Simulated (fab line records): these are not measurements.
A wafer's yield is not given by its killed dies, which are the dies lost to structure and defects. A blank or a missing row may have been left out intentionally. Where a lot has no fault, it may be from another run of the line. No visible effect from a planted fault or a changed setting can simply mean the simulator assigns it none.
Matching of chambers + flow sky130 + SKY_VIA3_ETCH_15 on rie_diel-02 has 4 sister chambers
The step etches SiO2 in C4F8/O2/Ar, stops on TiN, target depth 507 nm, time 78 s. 24 wafers are shown with their chamber, then 12 later ones without.

## WAFERS PAIRED WITH THEIR CHAMBERS
| wafer  | chamber | oes_product_au (a.u.) |
|--------|---------|-----------------------|
| L075.1 | 2       | 0.942                 |
| L075.2 | 1       | 0.941                 |
| L075.3 | 0       | 0.949                 |
| L075.4 | 3       | 0.942                 |
| L075.5 | 0       | 0.947                 |
| L075.6 | 3       | 0.952                 |
| L076.1 | 0       | 0.940                 |
| L076.3 | 1       | 0.943                 |
| L076.6 | 3       | 0.946                 |
| L077.4 | 3       | 0.944                 |
| L077.5 | 1       | 0.941                 |
| L077.6 | 0       | 0.952                 |
| L078.1 | 2       | 0.949                 |
| L078.2 | 0       | 0.944                 |
| L078.3 | 1       | 0.941                 |
| L078.4 | 3       | 0.945                 |
| L078.5 | 0       | 0.949                 |
| L078.6 | 3       | 0.943                 |
| L084.2 | 3       | 0.948                 |
| L084.3 | 0       | 0.947                 |
| L084.4 | 3       | 0.943                 |
| L087.1 | 0       | 0.947                 |
| L087.2 | 3       | 0.950                 |
| L087.4 | 0       | 0.948                 |

SIGNATURES (averages over the wafers above)
| reading        | chamber 0 | chamber 1 | chamber 2 | chamber 3 | scatter within a chamber |
|----------------|-----------|-----------|-----------|-----------|--------------------------|
| oes_product_au | 0.94700   | 0.94150   | 0.94550   | 0.94589   | 0.00327                  |
Rule: a wafer lies at a distance from a chamber equal to the root of the sum of squares, over the readings, of (its reading less the chamber's mean, divided by the reading's scatter). The wafer belongs to the nearest chamber; if the next one is less than 2 further off, it can't be placed. The scatter: take each reading less its chamber's mean, square it, sum over the shown wafers, divide by the number of wafers less the number of chambers, and take the root.

## WAFERS WHOSE CHAMBER IS MISSING
| wafer  | oes_product_au (a.u.) |
|--------|-----------------------|
| L088.2 | 0.941                 |
| L088.3 | 0.942                 |
| L088.4 | 0.951                 |
| L091.1 | 0.946                 |
| L091.5 | 0.941                 |
| L091.6 | 0.952                 |
| L094.4 | 0.948                 |
| L094.5 | 0.946                 |
| L094.6 | 0.942                 |
| L097.1 | 0.943                 |
| L097.4 | 0.943                 |
| L097.5 | 0.951                 |

## EACH ONE'S CHAMBER
| wafer  | from the rows above               | in truth |
|--------|-----------------------------------|----------|
| L088.2 | can't be placed: 1 or 2 or 3 or 0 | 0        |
| L088.3 | can't be placed: 1 or 2 or 3 or 0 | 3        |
| L088.4 | can't be placed: 0 or 3 or 2 or 1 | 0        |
| L091.1 | can't be placed: 3 or 2 or 0 or 1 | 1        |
| L091.5 | can't be placed: 1 or 2 or 3 or 0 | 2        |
| L091.6 | can't be placed: 0 or 3 or 2 or 1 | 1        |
| L094.4 | can't be placed: 0 or 3 or 2 or 1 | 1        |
| L094.5 | can't be placed: 3 or 2 or 0 or 1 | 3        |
| L094.6 | can't be placed: 1 or 2 or 3 or 0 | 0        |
| L097.1 | can't be placed: 1 or 2 or 3 or 0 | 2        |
| L097.4 | can't be placed: 1 or 2 or 3 or 0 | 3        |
| L097.5 | can't be placed: 0 or 3 or 2 or 1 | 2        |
Placed correctly: 0 of 12. From these rows, 12 cannot be placed; in 12 the true chamber is one of the candidates. Wrongly placed: 0.
